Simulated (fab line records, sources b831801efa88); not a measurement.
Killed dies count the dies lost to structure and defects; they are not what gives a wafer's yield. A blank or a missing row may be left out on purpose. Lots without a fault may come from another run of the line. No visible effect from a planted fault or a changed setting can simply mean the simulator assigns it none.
fab line records -- flow sky130
record lots=13, wafers=39, last-day=49
route steps=708 shown CONTACT@433 VIA3@597 METAL4@630 VIA4@656 PAD_OPEN@708
lots that met no fault: from a run of the same line without faults
start-h: hours from the record's first day to the start of the lot's first wafer shown -- wait-h: how many hours have passed since the lot's step before this one -- " identical to the entry in the row above -- L1.1+2: one row covering several wafers at once -- - value missing, or start not given -- * or withheld: withheld -- < > ~ a bound
route shown NAME@n: names a module that has steps shown in the file, with the first one's number in the route -- usual: the fault-free wafers' mean and standard deviation -- same: alike in all rows -- chamber/n: place in a boat -- sites: each site's reading -- _std_site: the values' standard deviation -- _edge_site: mean of outer sites minus mean of inner sites -- radius-mm: for every site, how far away it sits from the centre of the wafer -- mask NAME#n: copy n -- behind: tool/chamber where the wafer was last shaped -- hold: the reason the lot was held/the length of the hold in hours/how it ended -- device: the n, p or np transistor that did not switch -- end of line: tests of these same wafers at the route's end -- step lacking rows: just its recipe -- killed: dies that structure and defects cost at the first sort, which is not the same as the wafer's yield -- map: shows each die of a wafer: x if killed, . if not, _ if none is there
set.NAME: the setting the step ran with; set.NAME@STEP: the setting that earlier step ran with -- model.NAME: the simulator's own value behind a step, which no gauge read
route steps across a sampled set of lots; one table per step, one row per wafer
services: the hour from which a tool's chamber was out of use, counted from the record's first day as start-h (under 0 if before that day), plus the number of hours and why
## steps
# step SKY_CONTACT_CMP_27
# recipe stop-on=SiO2, t-overpolish-s=15, down-force-psi=3.5, platen-rpm=60, target-thk-nm=0, pad-velocity-m-s=0.94248
# usual head-pressure-psi=3.500/0.0073, motor-current-A=10.8/0.91, overpolish-run-s=15.000/0.0092, time-to-endpoint-s=79/3
lot.wafer,tool,chamber,start-h,wait-h,head-pressure-psi,motor-current-A,overpolish-run-s,time-to-endpoint-s
L962.1,cmp-01,1,738.02,0.1,3.496,9.1,14.984,82
L962.3,cmp-01,0,738.02,0.1,3.489,11.0,15.011,76
L962.5,cmp-01,1,738.02,0.1,3.490,9.2,14.990,78
L963.2,cmp-01,1,741.43,0.1,3.491,9.8,14.987,79
L963.3,cmp-01,2,741.43,0.1,3.491,11.1,14.994,78
L963.5,cmp-01,3,741.43,0.1,3.501,11.1,15.007,82
L964.4,cmp-01,3,749.23,0.1,3.495,11.4,15.013,80
L964.3,cmp-01,0,749.23,0.1,3.508,11.4,15.006,81
L964.2,cmp-01,1,749.23,0.1,3.514,10.0,15.007,78
L966.3,cmp-02,1,765.08,0.1,3.492,9.8,15.004,82
L966.1,cmp-02,2,765.08,0.1,3.502,10.2,14.997,83
L966.5,cmp-02,0,765.08,0.1,3.496,10.3,14.998,81
L967.3,cmp-02,3,772.26,0.0,3.505,11.2,15.029,82
L967.4,cmp-02,0,772.26,0.0,3.502,10.0,15.000,82
L967.6,cmp-02,3,772.26,0.0,3.500,11.7,14.998,81
L968.2,cmp-01,0,807.70,0.0,3.501,11.2,14.994,74
L968.4,cmp-01,1,807.70,0.0,3.491,9.6,14.985,75
L968.1,cmp-01,2,807.70,0.0,3.503,11.8,15.014,80
L969.2,cmp-01,3,808.61,0.0,3.494,11.6,15.009,78
L969.4,cmp-01,0,808.61,0.0,3.503,11.8,15.005,70
L969.5,cmp-01,0,808.61,0.0,3.507,11.1,15.000,75
L970.2,cmp-02,3,809.08,0.0,3.507,11.8,15.000,81
L970.6,cmp-02,3,809.08,0.0,3.503,11.1,15.001,84
L970.5,cmp-02,0,809.08,0.0,3.505,10.8,14.986,85
L971.4,cmp-01,0,809.45,0.1,3.503,11.0,15.002,79
L971.6,cmp-01,3,809.45,0.1,3.524,12.1,14.994,78
L971.5,cmp-01,0,809.45,0.1,3.505,11.4,14.996,81
L972.3,cmp-02,3,810.25,0.2,3.500,11.5,14.995,80
L972.5,cmp-02,0,810.25,0.2,3.496,10.6,14.993,81
L972.6,cmp-02,1,810.25,0.2,3.489,10.0,15.010,80
L974.1,cmp-02,0,829.09,0.1,3.499,10.6,15.014,83
L974.3,cmp-02,2,829.09,0.1,3.488,10.1,15.015,84
L974.6,cmp-02,3,829.09,0.1,3.507,11.8,14.986,82
L978.2,cmp-01,0,856.13,0.2,3.505,10.9,15.007,73
L978.1,cmp-01,1,856.13,0.2,3.488,9.2,14.991,77
L978.5,cmp-01,0,856.13,0.2,3.499,11.1,14.997,79
L979.4,cmp-01,1,860.38,0.2,3.495,9.3,14.999,78
L979.6,cmp-01,0,860.38,0.2,3.502,11.2,15.003,77
L979.5,cmp-01,1,860.38,0.2,3.505,9.4,14.999,73
# step SKY_VIA3_CMP_24
# recipe stop-on=SiO2, t-overpolish-s=20, down-force-psi=3.5, platen-rpm=60, target-thk-nm=0, pad-velocity-m-s=0.94248
# usual head-pressure-psi=3.501/0.008, motor-current-A=10.7/0.88, overpolish-run-s=20.001/0.0099, time-to-endpoint-s=95.8/2.9
lot.wafer,tool,chamber,start-h,wait-h,head-pressure-psi,motor-current-A,overpolish-run-s,time-to-endpoint-s
L962.1,cmp-01,1,932.19,4.6,3.518,9.8,19.999,89.4
L962.3,cmp-01,3,932.19,4.6,3.483,11.5,19.993,92.9
L962.5,cmp-01,1,932.19,4.6,3.496,9.9,19.997,91.1
L963.2,cmp-01,0,934.94,3.6,3.502,10.8,19.987,97.6
L963.3,cmp-01,1,934.94,3.6,3.509,10.1,19.990,94.7
L963.5,cmp-01,0,934.94,3.6,3.492,11.0,20.004,97.3
L964.2,cmp-01,3,946.64,0.0,3.513,11.1,19.995,95.2
L964.4,cmp-01,0,946.64,0.0,3.509,11.4,19.996,95.2
L964.3,cmp-01,1,946.64,0.0,3.499,10.0,19.994,92.7
L966.3,cmp-01,3,958.35,0.0,3.492,11.2,20.010,95.1
L966.1,cmp-01,1,958.35,0.0,3.495,10.2,19.991,92.0
L966.5,cmp-01,3,958.35,0.0,3.499,11.1,20.008,94.0
L967.4,cmp-01,1,961.34,0.1,3.506,9.3,20.005,94.6
L967.3,cmp-01,3,961.34,0.1,3.512,11.6,19.997,95.1
L967.6,cmp-01,1,961.34,0.1,3.502,9.9,19.994,91.5
L968.1,cmp-01,2,996.41,0.1,3.495,11.4,20.003,95.5
L968.2,cmp-01,3,996.41,0.1,3.490,11.7,20.008,95.5
L968.4,cmp-01,0,996.41,0.1,3.499,11.4,19.994,95.5
L969.2,cmp-02,1,1000.42,0.1,3.510,9.2,19.995,94.8
L969.4,cmp-02,3,1000.42,0.1,3.488,11.7,20.020,103.7
L969.5,cmp-02,1,1000.42,0.1,3.513,9.5,20.000,96.4
L971.4,cmp-02,2,1000.99,0.1,3.496,9.5,19.997,95.1
L971.5,cmp-02,1,1000.99,0.1,3.504,10.1,19.999,100.2
L971.6,cmp-02,2,1000.99,0.1,3.505,9.3,19.996,98.4
L970.2,cmp-01,0,1002.38,0.0,3.500,11.3,19.994,91.4
L970.5,cmp-01,0,1002.38,0.0,3.508,10.8,20.006,95.7
L970.6,cmp-01,1,1002.38,0.0,3.495,9.9,20.003,92.5
L972.3,cmp-02,2,1002.81,0.5,3.508,10.2,20.003,96.7
L972.5,cmp-02,3,1002.81,0.5,3.484,11.6,20.018,96.1
L972.6,cmp-02,0,1002.81,0.5,3.504,10.2,19.994,100.6
L974.1,cmp-02,0,1015.50,0.1,3.507,11.1,19.996,95.1
L974.3,cmp-02,2,1015.50,0.1,3.491,9.3,20.007,92.6
L974.6,cmp-02,3,1015.50,0.1,3.494,11.8,19.994,100.1
L978.2,cmp-02,2,1040.76,0.1,3.498,10.4,19.998,98.3
L978.1,cmp-02,0,1040.76,0.1,3.495,10.7,19.975,94.5
L978.5,cmp-02,1,1040.76,0.1,3.491,9.7,20.007,100.7
L979.4,cmp-01,2,1045.16,0.2,3.506,11.4,20.003,94.8
L979.6,cmp-01,3,1045.16,0.2,3.497,11.4,20.003,96.4
L979.5,cmp-01,0,1045.16,0.2,3.510,10.9,19.996,97.4
# step SKY_METAL4_OVL_MEAS_14
# usual METAL4_OVL=4/5.9
lot.wafer,tool,chamber,start-h,wait-h,METAL4_OVL[nm]
L962.1,overlay-02,-,981.17,0.1,0
L962.3,overlay-02,-,981.17,0.1,1
L962.5,overlay-02,-,981.17,0.1,-7
L963.2,overlay-01,-,983.73,0.1,1
L963.3,overlay-01,-,983.73,0.1,-5
L963.5,overlay-01,-,983.73,0.1,-4
L964.2,overlay-01,-,994.97,0.1,6
L964.3,overlay-01,-,994.97,0.1,-2
L964.4,overlay-01,-,994.97,0.1,11
L966.1,overlay-01,-,1007.67,0.1,6
L966.3,overlay-01,-,1007.67,0.1,2
L966.5,overlay-01,-,1007.67,0.1,3
L967.3,overlay-01,-,1010.68,0.1,2
L967.4,overlay-01,-,1010.68,0.1,7
L967.6,overlay-01,-,1010.68,0.1,4
L968.1,overlay-01,-,1044.27,0.1,8
L968.2,overlay-01,-,1044.27,0.1,4
L968.4,overlay-01,-,1044.27,0.1,5
L969.2,overlay-02,-,1047.33,0.1,8
L969.4,overlay-02,-,1047.33,0.1,4
L969.5,overlay-02,-,1047.33,0.1,11
L971.4,overlay-02,-,1047.88,0.1,4
L971.5,overlay-02,-,1047.88,0.1,-5
L971.6,overlay-02,-,1047.88,0.1,-2
L970.2,overlay-01,-,1049.42,0.1,0
L970.5,overlay-01,-,1049.42,0.1,2
L970.6,overlay-01,-,1049.42,0.1,5
L972.3,overlay-01,-,1050.03,0.1,1
L972.5,overlay-01,-,1050.03,0.1,16
L972.6,overlay-01,-,1050.03,0.1,9
L974.1,overlay-01,-,1060.82,0.1,-1
L974.3,overlay-01,-,1060.82,0.1,3
L974.6,overlay-01,-,1060.82,0.1,17
L978.1,overlay-02,-,1084.16,0.1,12
L978.2,overlay-02,-,1084.16,0.1,2
L978.5,overlay-02,-,1084.16,0.1,7
L979.4,overlay-01,-,1088.83,0.1,8
L979.5,overlay-01,-,1088.83,0.1,10
L979.6,overlay-01,-,1088.83,0.1,4
# step SKY_VIA4_SPUTTER_17
# recipe material=TiN, target-thk-nm=20, chamber-pressure-pa=5, power-w=4000, time-s=80
# usual throttle-valve-pct=30.0/0.63
lot.wafer,tool,chamber,start-h,wait-h,throttle-valve-pct
L962.1,pvd-sputter-02,-,1007.14,0.0,30.3
L962.3,pvd-sputter-02,-,1007.14,0.0,29.4
L962.5,pvd-sputter-02,-,1007.14,0.0,28.9
L963.2,pvd-sputter-03,-,1009.37,0.0,30.4
L963.3,pvd-sputter-03,-,1009.37,0.0,30.7
L963.5,pvd-sputter-03,-,1009.37,0.0,30.3
L964.2,pvd-sputter-01,-,1019.96,0.0,31.2
L964.3,pvd-sputter-01,-,1019.96,0.0,30.9
L964.4,pvd-sputter-01,-,1019.96,0.0,29.3
L966.1,pvd-sputter-02,-,1031.82,0.0,29.4
L966.3,pvd-sputter-02,-,1031.82,0.0,30.4
L966.5,pvd-sputter-02,-,1031.82,0.0,30.4
L967.3,pvd-sputter-01,-,1036.16,0.0,29.3
L967.4,pvd-sputter-01,-,1036.16,0.0,29.6
L967.6,pvd-sputter-01,-,1036.16,0.0,31.3
L968.1,pvd-sputter-03,-,1067.96,0.0,29.8
L968.2,pvd-sputter-03,-,1067.96,0.0,30.5
L968.4,pvd-sputter-03,-,1067.96,0.0,30.3
L969.2,pvd-sputter-03,-,1071.22,0.0,30.3
L969.4,pvd-sputter-03,-,1071.22,0.0,30.5
L969.5,pvd-sputter-03,-,1071.22,0.0,30.4
L971.4,pvd-sputter-02,-,1071.47,0.0,30.3
L971.5,pvd-sputter-02,-,1071.47,0.0,29.6
L971.6,pvd-sputter-02,-,1071.47,0.0,30.6
L970.2,pvd-sputter-03,-,1073.01,0.0,30.5
L970.5,pvd-sputter-03,-,1073.01,0.0,30.4
L970.6,pvd-sputter-03,-,1073.01,0.0,30.5
L972.3,pvd-sputter-03,-,1074.06,0.0,30.3
L972.5,pvd-sputter-03,-,1074.06,0.0,29.7
L972.6,pvd-sputter-03,-,1074.06,0.0,30.7
L974.1,pvd-sputter-03,-,1084.16,0.0,30.3
L974.3,pvd-sputter-03,-,1084.16,0.0,30.2
L974.6,pvd-sputter-03,-,1084.16,0.0,30.3
L978.1,pvd-sputter-02,-,1106.91,0.0,29.1
L978.2,pvd-sputter-02,-,1106.91,0.0,28.8
L978.5,pvd-sputter-02,-,1106.91,0.0,30.5
L979.4,pvd-sputter-03,-,1111.13,0.0,29.5
L979.5,pvd-sputter-03,-,1111.13,0.0,30.3
L979.6,pvd-sputter-03,-,1111.13,0.0,29.6
# step SKY_PAD_OPEN_PROBE_99
# usual killed_at_M0_to_M3=44/7.1, killed_at_M4_up=3.1/1.9, killed-at-contacts=25/5.8, killed-at-front-end=16/4.5, killed-at-other=0.3/0.52, killed-dies=88/9.1, killed-on-rim=17/4, killed-open=48/6.8, killed-short=39/5.8
# same gross-dies=492, killed-at-back-side=0
lot.wafer,tool,chamber,start-h,wait-h,killed_at_M0_to_M3,killed_at_M4_up,killed-at-contacts,killed-at-front-end,killed-at-other,killed-dies,killed-on-rim,killed-open,killed-short
L966.1,prober-01,-,1101.21,0.1,42,1,30,17,0,90,17,59,31
L966.3,prober-01,-,1101.31,0.2,41,2,8,18,0,69,10,35,34
L966.5,prober-01,-,1101.41,0.2,34,5,25,24,1,89,16,54,35
L967.3,prober-02,-,1104.96,0.2,56,3,26,17,0,102,22,60,42
L967.4,prober-02,-,1105.01,0.2,43,2,24,19,0,88,13,46,40
L967.6,prober-02,-,1105.11,0.2,39,2,33,21,0,95,17,48,46
L968.1,prober-01,-,1132.15,0.1,45,1,34,10,0,90,19,49,41
L968.2,prober-01,-,1132.20,0.1,52,2,22,19,1,96,16,53,43
L968.4,prober-01,-,1132.30,0.2,45,1,26,19,0,91,16,48,43
L971.4,prober-01,-,1137.17,0.2,51,3,22,11,0,87,12,45,41
L971.5,prober-01,-,1137.22,0.2,47,3,28,20,1,99,25,61,38
L971.6,prober-01,-,1137.27,0.2,61,2,24,14,1,102,17,54,48
L970.2,prober-02,-,1138.05,0.1,45,5,20,11,0,81,18,45,35
L970.5,prober-02,-,1138.20,0.2,41,3,28,17,1,90,19,42,48
L970.6,prober-02,-,1138.25,0.2,56,5,24,19,1,105,22,64,41
L972.3,prober-01,-,1139.40,0.2,47,0,25,18,0,90,21,50,40
L972.5,prober-01,-,1139.50,0.2,40,1,20,15,0,76,18,41,35
L972.6,prober-01,-,1139.55,0.2,37,2,27,12,0,78,12,47,31
L974.1,prober-01,-,1147.96,0.1,46,5,22,19,0,92,16,44,48
L974.3,prober-01,-,1148.06,0.2,39,2,33,21,0,95,16,43,52
L974.6,prober-01,-,1148.21,0.2,33,2,21,13,0,69,14,38,31
L978.1,prober-01,-,1168.23,0.1,24,1,311,17,0,353,69,29,26
L978.2,prober-01,-,1168.28,0.1,25,1,332,4,1,363,76,28,21
L978.5,prober-01,-,1168.43,0.2,32,3,296,7,1,339,64,24,30
L979.4,prober-02,-,1171.46,0.2,34,1,331,9,0,375,78,27,27
L979.5,prober-02,-,1171.51,0.2,25,1,337,15,0,378,76,21,28
L979.6,prober-02,-,1171.56,0.2,18,3,330,8,0,359,61,22,22
# killed by level:class
L966.1 LI_CONTACT:geometric-particle:open=11 CONTACT:geometric-particle:open=9 VIA1:geometric-particle:open=9 VIA2:geometric-particle:open=8 VIA3:geometric-particle:open=7 FIELD_ISO:geometric-particle:open=6 METAL1:geometric-particle:short=6 LOCAL_INTERCONNECT:geometric-particle:short=5
L966.3 VIA1:geometric-particle:open=9 FIELD_ISO:geometric-particle:short=7 VIA1:geometric-particle:short=7 VIA2:geometric-particle:open=7 FIELD_ISO:geometric-particle:open=5 VIA3:geometric-particle:open=5 METAL2:geometric-particle:short=3 POLY_GATE:geometric-particle:short=3
L966.5 CONTACT:geometric-particle:open=10 POLY_GATE:geometric-particle:open=8 VIA1:geometric-particle:open=7 FIELD_ISO:geometric-particle:open=6 VIA3:geometric-particle:open=6 CONTACT:geometric-particle:short=6 METAL4:geometric-particle:short=5 FIELD_ISO:geometric-particle:short=4
L967.3 VIA1:geometric-particle:open=22 VIA2:geometric-particle:open=10 LI_CONTACT:geometric-particle:open=6 CONTACT:geometric-particle:open=6 CONTACT:geometric-particle:short=6 VIA1:geometric-particle:short=5 FIELD_ISO:geometric-particle:short=4 POLY_GATE:geometric-particle:open=4
L967.4 CONTACT:geometric-particle:open=8 VIA1:geometric-particle:open=8 LI_CONTACT:geometric-particle:open=7 POLY_GATE:geometric-particle:open=6 METAL2:geometric-particle:short=6 VIA3:geometric-particle:open=5 LOCAL_INTERCONNECT:geometric-particle:short=5 VIA1:geometric-particle:short=5
L967.6 VIA1:geometric-particle:open=11 LI_CONTACT:geometric-particle:open=9 CONTACT:geometric-particle:short=9 CONTACT:geometric-particle:open=8 LI_CONTACT:geometric-particle:short=6 POLY_GATE:geometric-particle:open=5 VIA1:geometric-particle:short=5 VIA3:geometric-particle:open=5
L968.1 LI_CONTACT:geometric-particle:open=11 CONTACT:geometric-particle:open=10 VIA2:geometric-particle:open=9 VIA1:geometric-particle:open=8 VIA1:geometric-particle:short=7 POLY_GATE:geometric-particle:open=4 LI_CONTACT:geometric-particle:short=4 LOCAL_INTERCONNECT:geometric-particle:short=4
L968.2 VIA1:geometric-particle:open=15 CONTACT:geometric-particle:open=12 POLY_GATE:geometric-particle:open=7 POLY_GATE:geometric-particle:short=7 METAL1:geometric-particle:short=7 VIA2:geometric-particle:short=5 VIA2:geometric-particle:open=5 VIA1:geometric-particle:short=4
L968.4 CONTACT:geometric-particle:open=14 VIA1:geometric-particle:open=12 METAL1:geometric-particle:short=8 VIA1:geometric-particle:short=8 POLY_GATE:geometric-particle:short=6 CONTACT:geometric-particle:short=5 METAL2:geometric-particle:short=5 FIELD_ISO:geometric-particle:open=4
L971.4 VIA1:geometric-particle:open=14 VIA1:geometric-particle:short=9 LI_CONTACT:geometric-particle:open=8 CONTACT:geometric-particle:open=7 FIELD_ISO:geometric-particle:short=5 VIA2:geometric-particle:open=5 METAL1:geometric-particle:short=4 METAL2:geometric-particle:short=4
L971.5 VIA1:geometric-particle:open=16 CONTACT:geometric-particle:open=10 LI_CONTACT:geometric-particle:open=9 VIA2:geometric-particle:open=8 VIA3:geometric-particle:open=5 METAL1:geometric-particle:short=5 POLY_GATE:geometric-particle:open=4 POLY_GATE:geometric-particle:short=4
L971.6 VIA1:geometric-particle:open=14 VIA3:geometric-particle:open=9 METAL1:geometric-particle:short=8 CONTACT:geometric-particle:short=7 VIA2:geometric-particle:open=7 LI_CONTACT:geometric-particle:open=6 VIA1:geometric-particle:short=6 VIA2:geometric-particle:short=6
L970.2 VIA1:geometric-particle:open=13 LI_CONTACT:geometric-particle:open=6 CONTACT:geometric-particle:open=6 VIA2:geometric-particle:open=6 VIA1:geometric-particle:short=5 METAL3:geometric-particle:short=5 METAL4:geometric-particle:short=5 LOCAL_INTERCONNECT:geometric-particle:short=4
L970.5 CONTACT:geometric-particle:open=10 VIA1:geometric-particle:open=7 LI_CONTACT:geometric-particle:open=6 VIA1:geometric-particle:short=6 POLY_GATE:geometric-particle:short=5 METAL1:geometric-particle:short=5 METAL2:geometric-particle:short=5 VIA2:geometric-particle:open=5
L970.6 VIA1:geometric-particle:open=28 CONTACT:geometric-particle:open=11 POLY_GATE:geometric-particle:short=7 LI_CONTACT:geometric-particle:open=6 METAL2:geometric-particle:short=5 METAL4:geometric-particle:short=5 POLY_GATE:geometric-particle:open=4 VIA1:geometric-particle:short=4
L972.3 LI_CONTACT:geometric-particle:open=10 VIA1:geometric-particle:open=10 VIA2:geometric-particle:open=8 METAL2:geometric-particle:short=8 CONTACT:geometric-particle:open=8 FIELD_ISO:geometric-particle:short=6 CONTACT:geometric-particle:short=5 VIA1:geometric-particle:short=5
L972.5 VIA3:geometric-particle:open=9 METAL2:geometric-particle:short=7 POLY_GATE:geometric-particle:short=6 CONTACT:geometric-particle:open=6 VIA1:geometric-particle:open=6 LI_CONTACT:geometric-particle:open=5 METAL1:geometric-particle:short=4 CONTACT:geometric-particle:short=4
L972.6 VIA1:geometric-particle:open=9 LOCAL_INTERCONNECT:geometric-particle:short=8 CONTACT:geometric-particle:open=8 VIA3:geometric-particle:open=8 LI_CONTACT:geometric-particle:open=6 POLY_GATE:geometric-particle:open=5 VIA2:geometric-particle:open=5 CONTACT:geometric-particle:short=4
L974.1 METAL2:geometric-particle:short=9 LI_CONTACT:geometric-particle:open=8 VIA1:geometric-particle:short=8 VIA1:geometric-particle:open=8 FIELD_ISO:geometric-particle:open=6 CONTACT:geometric-particle:open=6 LI_CONTACT:geometric-particle:short=5 VIA2:geometric-particle:open=5
L974.3 LOCAL_INTERCONNECT:geometric-particle:short=10 CONTACT:geometric-particle:open=10 VIA1:geometric-particle:open=8 METAL2:geometric-particle:short=7 VIA3:geometric-particle:open=6 FIELD_ISO:geometric-particle:open=5 FIELD_ISO:geometric-particle:short=5 CONTACT:geometric-particle:short=5
L974.6 VIA3:geometric-particle:open=7 VIA1:geometric-particle:open=6 CONTACT:geometric-particle:short=5 CONTACT:geometric-particle:open=5 METAL1:geometric-particle:short=5 LI_CONTACT:geometric-particle:short=4 POLY_GATE:geometric-particle:open=3 LI_CONTACT:geometric-particle:open=3
L978.1 CONTACT:unspecified=298 FIELD_ISO:geometric-particle:short=6 VIA1:geometric-particle:open=6 LI_CONTACT:geometric-particle:open=4 VIA2:geometric-particle:open=4 LOCAL_INTERCONNECT:geometric-particle:short=4 CONTACT:geometric-particle:open=4 POLY_GATE:geometric-particle:short=3
L978.2 CONTACT:unspecified=313 CONTACT:geometric-particle:open=8 VIA1:geometric-particle:open=6 LI_CONTACT:geometric-particle:open=4 VIA2:geometric-particle:short=4 METAL3:geometric-particle:short=4 LOCAL_INTERCONNECT:geometric-particle:short=3 METAL1:geometric-particle:short=3
L978.5 CONTACT:unspecified=284 METAL1:geometric-particle:short=7 VIA3:geometric-particle:open=5 LOCAL_INTERCONNECT:geometric-particle:short=4 VIA2:geometric-particle:open=4 FIELD_ISO:geometric-particle:open=3 CONTACT:geometric-particle:short=3 VIA1:geometric-particle:open=3
L979.4 CONTACT:unspecified=321 VIA1:geometric-particle:open=9 METAL2:geometric-particle:short=6 VIA3:geometric-particle:short=4 LI_CONTACT:geometric-particle:open=4 VIA1:geometric-particle:short=4 CONTACT:geometric-particle:open=3 FIELD_ISO:geometric-particle:open=2
L979.5 CONTACT:unspecified=329 VIA1:geometric-particle:open=8 METAL2:geometric-particle:short=5 POLY_GATE:geometric-particle:short=4 VIA1:geometric-particle:short=4 VIA3:geometric-particle:short=3 FIELD_ISO:geometric-particle:short=2 POLY_CUT:geometric-particle:open=2
L979.6 CONTACT:unspecified=315 VIA1:geometric-particle:open=6 CONTACT:geometric-particle:open=5 METAL1:geometric-particle:short=4 FIELD_ISO:geometric-particle:short=3 POLY_GATE:geometric-particle:short=3 LI_CONTACT:geometric-particle:short=3 CONTACT:geometric-particle:short=3
## services
tool,chamber,start-h,hours,kind
cmp-01,-,722.53,5.2,pm
cmp-02,-,744.00,4.0,pm
cmp-02,-,748.00,-,consumable-replace:conditioner
cmp-02,-,748.00,-,consumable-replace:pad
cmp-02,-,752.54,1.6,repair
cmp-01,-,785.94,0.7,repair
cmp-02,-,851.36,11.3,repair
cmp-02,-,870.86,1.5,repair
cmp-01,-,889.07,2.8,repair
cmp-02,-,895.24,4.6,pm
cmp-01,-,917.69,4.0,pm
cmp-01,-,921.69,-,consumable-replace:conditioner
cmp-01,-,921.69,-,consumable-replace:pad
cmp-01,-,937.71,2.2,repair
cmp-01,-,1000.66,0.3,repair
cmp-02,-,1021.85,4.3,pm
cmp-01,-,1039.16,4.1,pm
pvd-sputter-03,-,1043.46,8.3,repair
pvd-sputter-03,-,1057.40,3.3,repair
pvd-sputter-03,-,1081.73,0.7,repair
cmp-02,-,1084.28,4.0,pm
cmp-02,-,1088.28,-,consumable-replace:conditioner
cmp-02,-,1088.28,-,consumable-replace:pad
cmp-01,-,1101.44,6.3,repair
## key
first-sign step=SKY_PAD_OPEN_PROBE_99, reading=killed-at-contacts, direction=up, sigmas=52, usual=25, struck=323
effect step=SKY_PAD_OPEN_PROBE_99, reading=killed-dies, direction=up, sigmas=30, usual=88, struck=361
met-at SKY_CONTACT_CMP_27
struck-lots L978,L979
tester-left-out L978,L979
not-acting-at SKY_VIA3_CMP_24,SKY_METAL4_OVL_MEAS_14,SKY_VIA4_SPUTTER_17
onset-between 809.45 856.13
also-fits time
fault kind=chamber-particle-source, tool=cmp-01, chamber=-, onset-h=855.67, steps=SKY_CONTACT_CMP_27, rate-per-visit-cm2=2.133, end-h=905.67
# tester-left-out: of these lots the tester's yield and bins aren't shown, on N5 and GAA mostly nor the transistor test; their killed dies are dies lost to structure and defects alone, not to doping, threshold or leakage, so they don't give the yield
